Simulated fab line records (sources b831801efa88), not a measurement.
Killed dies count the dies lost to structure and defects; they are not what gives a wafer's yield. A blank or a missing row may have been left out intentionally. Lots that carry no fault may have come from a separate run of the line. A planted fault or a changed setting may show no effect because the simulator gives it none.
fab line records	flow sky130
record: lots: 6	wafers: 18	last_day: 51
route steps=708 shown FIELD_ISO@1 PAD_OPEN@708
lots untouched by any fault: they come from a run of this same line in which no faults occurred
start_h: hours from the record's first day to the start of the lot's first wafer shown	wait_h: how many hours have passed since the lot's step before this one	" repeats the value in the row above	L1.1+2: a row that stands for several wafers	- no value, or no start given	* or withheld: withheld	< > ~ a bound
route shown NAME@n: names a module that has steps shown in the file, with the first one's number in the route	usual: mean and standard deviation over wafers with no fault	same: alike in all rows	chamber/n: place in a boat	sites: readings site by site	_std_site: how widely they spread, as a standard deviation	_edge_site: inner sites' mean taken away from outer sites' mean	radius_mm: how far each site lies from the wafer's centre	mask NAME#n: copy n	behind: the most recent tool/chamber to have shaped the wafer	hold: reason for holding the lot/hours on hold/outcome of the hold	device: whichever transistor did not switch (one of n, p or np)	end of line: the route-end tests of the same wafers	step lacking rows: just its recipe	killed: dies lost to structure and defects at the first sort, not the wafer's yield	map: per-die view of a wafer (x killed, . not killed, _ where there is no die)
set.NAME: setting as actually run; set.NAME@STEP: the setting as run at that earlier step	model.NAME: the simulator's own value behind a step, which no gauge read
lots at selected steps of the route; one table per step, one row per wafer
services: when a tool's chamber went out of use (start_h, in hours from the record's first day, below 0 if earlier), for how many hours, and the reason
== steps ==
step: SKY_FIELD_ISO_BOW_MEAS_00
recipe: mode: bow
usual: INCOMING_BOW: 1/6.2
lot.wafer	tool	chamber	start_h	wait_h	INCOMING_BOW[um]
L541.1	film_metro-02	-	25.00	-	-3
L541.3	"	-	"	"	-1
L541.5	"	-	"	"	1
L556.1	film_metro-03	-	100.00	-	-3
L556.2	"	-	"	"	11
L556.6	"	-	"	"	-2
L557.1	film_metro-04	-	105.00	-	7
L557.2	"	-	"	"	6
L557.3	"	-	"	"	-12
L558.2	film_metro-03	-	110.02	-	2
L558.5	"	-	"	"	-6
L558.6	"	-	"	"	3
L560.3	film_metro-02	-	120.04	-	-1
L560.4	"	-	"	"	3
L560.5	"	-	"	"	-2
L561.1	film_metro-04	-	125.00	-	-4
L561.4	"	-	"	"	5
L561.6	"	-	"	"	8
step: SKY_FIELD_ISO_OXIDATION_01
recipe: temp_c: 900	ambient: O2	stabilise_s: 600	purge_s: 300	target_thk_a: 120	ox_time_s: 1843
usual: ox_temp_c: 900.1/0.39	ox_temp_c_max: 903.8/0.77	spike_tc_upper_C: 900.3/1.1
lot.wafer	tool	chamber	start_h	wait_h	ox_temp_c	ox_temp_c_max	spike_tc_upper_C
L541.1	furnace-02	0	26.51	1.5	899.9	903.8	898.5
L541.3	"	0	"	"	899.6	902.6	900.6
L541.5	"	0	"	"	899.6	904.1	900.5
L556.1	furnace-02	-	100.86	0.8	-	-	-
L556.2	"	-	"	"	-	-	-
L556.6	"	-	"	"	-	-	-
L557.1	furnace-01	-	105.12	0.1	-	-	-
L557.2	"	-	"	"	-	-	-
L557.3	"	-	"	"	-	-	-
L558.2	furnace-01	0	110.97	0.9	900.5	904.0	900.4
L558.5	"	0	"	"	900.4	904.9	902.8
L558.6	"	0	"	"	901.2	906.2	900.9
L560.3	furnace-01	0	120.76	0.7	899.5	904.2	900.5
L560.4	"	0	"	"	899.7	903.2	901.9
L560.5	"	0	"	"	899.7	902.3	899.0
L561.1	furnace-02	0	125.12	0.1	900.0	904.1	901.7
L561.4	"	0	"	"	899.5	903.5	900.7
L561.6	"	0	"	"	900.3	903.5	900.9
step: SKY_FIELD_ISO_CVD_03
recipe: material: Si3N4	precursor: DCS/NH3	target_thk_nm: 165	temp_c: 770	time_s: 2830	pressure_mtorr: 250
step: SKY_PAD_OPEN_PROBE_99
lot.wafer	tool	chamber	start_h	wait_h	model.etest.pfet_16v.r_on_ohm_um	model.etest.res_iso_pwell.rs_ohm_sq	model.etest.res_iso_pwell.line_ohm_um	model.etest.cap_li_to_poly.c_af_um2	model.etest.cap_poly_to_well.c_af_um2	model.etest.field_p.vt_v	model.etest.field_n.vt_v	model.etest.diode_ndiff_fingers.leak_log10_a_cm2
L541.1	prober-02	-	1120.67	0.1	1.49e+04	3089	1166	98.25	89.42	-41.23	36.12	-6.745
L541.3	prober-02	-	1120.77	0.2	1.465e+04	3013	1139	100.5	90.05	-40.55	35.96	-6.874
L541.5	prober-02	-	1120.87	0.2	1.47e+04	3010	1140	100.7	91.51	-40.62	36.01	-6.676
L557.1	prober-02	-	1195.27	0.1	1.536e+04	2510	932.4	94.13	93.55	-40.89	33.2	-5.946
L557.2	prober-02	-	1195.32	0.1	1.552e+04	2511	946.6	97.44	91.27	-41.08	33.24	-6.024
L557.3	prober-02	-	1195.37	0.2	1.555e+04	2480	935.2	96.42	93.94	-40.83	32.99	-5.865
L558.2	prober-02	-	1208.71	0.1	1.548e+04	3194	1209	99.33	89.68	-42.65	36.49	-6.391
L558.5	prober-02	-	1208.86	0.2	1.527e+04	3158	1220	100.4	90.47	-42.42	36.4	-6.838
L558.6	prober-02	-	1208.91	0.2	1.501e+04	3046	1163	100.7	92.07	-41.2	35.91	-6.684
L560.3	prober-01	-	1210.04	0.2	1.497e+04	2952	1099	98.51	92.32	-41.75	36.1	-6.818
L560.4	prober-01	-	1210.09	0.2	1.494e+04	2905	1104	98.49	89.21	-41.57	36.01	-6.758
L560.5	prober-01	-	1210.14	0.2	1.484e+04	2865	1080	96.63	91.23	-41	35.73	-6.842
L556.1	prober-02	-	1211.50	0.1	1.489e+04	2845	1065	98.25	93.11	-40.16	34.6	-6.056
L556.2	prober-02	-	1211.55	0.1	1.499e+04	2924	1081	96.48	94.03	-41.03	35.18	-5.968
L556.6	prober-02	-	1211.75	0.2	1.472e+04	2901	1095	95.46	93.77	-40.77	35.06	-5.708
L561.1	prober-02	-	1214.53	0.1	1.501e+04	2875	1074	101.3	91.09	-41.86	35.6	-6.535
L561.4	prober-02	-	1214.68	0.2	1.494e+04	2819	1069	96.03	89.38	-41.4	35.32	-6.767
L561.6	prober-02	-	1214.78	0.2	1.498e+04	2937	1120	99.42	91.82	-42.36	35.81	-6.553
killed by level:class
L541.1 VIA1:geometric_particle:open=11 LI_CONTACT:geometric_particle:open=11 METAL1:geometric_particle:short=8 VIA3:geometric_particle:open=8 CONTACT:geometric_particle:open=7 VIA1:geometric_particle:short=7 METAL2:geometric_particle:short=6 LOCAL_INTERCONNECT:geometric_particle:short=6
L541.3 CONTACT:geometric_particle:open=11 VIA1:geometric_particle:open=11 METAL2:geometric_particle:short=9 POLY_GATE:geometric_particle:short=6 LI_CONTACT:geometric_particle:open=6 VIA1:geometric_particle:short=5 SPACER:geometric_particle:open=5 METAL2:geometric_particle:open=5
L541.5 METAL1:geometric_particle:short=9 LI_CONTACT:geometric_particle:open=8 METAL1:geometric_particle:open=7 CONTACT:geometric_particle:open=6 VIA1:geometric_particle:open=6 POLY_GATE:geometric_particle:short=5 VIA1:geometric_particle:short=5 METAL2:geometric_particle:short=5
L558.2 VIA1:geometric_particle:open=18 CONTACT:geometric_particle:open=9 VIA3:geometric_particle:open=7 FIELD_ISO:geometric_particle:short=6 VIA1:geometric_particle:short=6 METAL2:geometric_particle:short=5 POLY_GATE:geometric_particle:open=4 POLY_GATE:geometric_particle:short=4
L558.5 VIA3:geometric_particle:open=12 LI_CONTACT:geometric_particle:open=8 VIA1:geometric_particle:open=6 VIA2:geometric_particle:open=6 FIELD_ISO:geometric_particle:short=5 POLY_GATE:geometric_particle:open=5 CONTACT:geometric_particle:open=5 METAL4:geometric_particle:short=5
L558.6 VIA3:geometric_particle:open=8 CONTACT:geometric_particle:open=7 VIA1:geometric_particle:open=6 VIA2:geometric_particle:open=6 VIA3:geometric_particle:short=6 LI_CONTACT:geometric_particle:open=5 VIA2:geometric_particle:short=5 METAL2:geometric_particle:short=4
L560.3 CONTACT:geometric_particle:open=13 VIA1:geometric_particle:open=13 LI_CONTACT:geometric_particle:open=9 METAL1:geometric_particle:short=7 VIA1:geometric_particle:short=6 VIA3:geometric_particle:open=6 LOCAL_INTERCONNECT:geometric_particle:short=4 VIA2:geometric_particle:open=4
L560.4 CONTACT:geometric_particle:open=10 VIA1:geometric_particle:open=6 METAL1:geometric_particle:short=6 VIA1:geometric_particle:short=6 VIA2:geometric_particle:open=6 FIELD_ISO:geometric_particle:short=5 LI_CONTACT:geometric_particle:open=5 POLY_GATE:geometric_particle:short=4
L560.5 VIA1:geometric_particle:open=14 VIA3:geometric_particle:open=10 LI_CONTACT:geometric_particle:open=9 VIA2:geometric_particle:open=8 CONTACT:geometric_particle:open=5 METAL1:geometric_particle:short=5 VIA1:geometric_particle:short=5 FIELD_ISO:geometric_particle:short=4
L561.1 VIA3:geometric_particle:open=15 CONTACT:geometric_particle:open=9 METAL1:geometric_particle:short=8 LI_CONTACT:geometric_particle:open=8 FIELD_ISO:geometric_particle:short=7 CONTACT:geometric_particle:short=7 VIA1:geometric_particle:open=7 METAL2:geometric_particle:short=5
L561.4 VIA1:geometric_particle:open=15 CONTACT:geometric_particle:open=14 LOCAL_INTERCONNECT:geometric_particle:short=11 LI_CONTACT:geometric_particle:open=10 FIELD_ISO:geometric_particle:open=8 VIA3:geometric_particle:open=8 CONTACT:geometric_particle:short=6 LI_CONTACT:geometric_particle:short=5
L561.6 METAL1:geometric_particle:short=12 LI_CONTACT:geometric_particle:open=11 VIA1:geometric_particle:open=10 CONTACT:geometric_particle:open=8 VIA3:geometric_particle:open=8 FIELD_ISO:geometric_particle:short=7 CONTACT:geometric_particle:short=5 FIELD_ISO:geometric_particle:open=4
== services ==
tool	chamber	start_h	hours	kind
furnace-02	-	46.09	2.9	pm
furnace-02	-	110.06	5.1	pm
== key ==
first_sign: step: SKY_FIELD_ISO_OXIDATION_01	reading: tool_record	direction: missing
effect none on later readings
model_effect: step: SKY_PAD_OPEN_PROBE_99	value: etest.pfet_16v.r_on_ohm_um	without: 1.554e+04	struck: 1.517e+04
met_at SKY_FIELD_ISO_OXIDATION_01
struck_wafers L556.1,L556.2,L556.6,L557.1,L557.2,L557.3
later_rows_left_out L556.1,L556.2,L556.6,L557.1,L557.2,L557.3
sort_left_out L556.1,L556.2,L556.6,L557.1,L557.2,L557.3
tester_left_out L556,L557
onset_between 26.51 100.86
fault: kind: skipped_step_whole	tool: furnace-01,furnace-02	chamber: -	onset_h: 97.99	steps: SKY_FIELD_ISO_OXIDATION_01	scope: struck_lots_only
tester_left_out: of these lots the tester's yield and bins aren't shown, on N5 and GAA mostly nor the transistor test; their killed dies are dies lost to structure and defects alone, not to doping, threshold or leakage, so they don't give the yield
sort_left_out: the simulated sort isn't trusted on such a fault, so these wafers' sort isn't shown, and their yield isn't known
later_rows_left_out: the simulator's readings of these wafers behind a module that went badly wrong aren't trusted and aren't shown, but for the sort
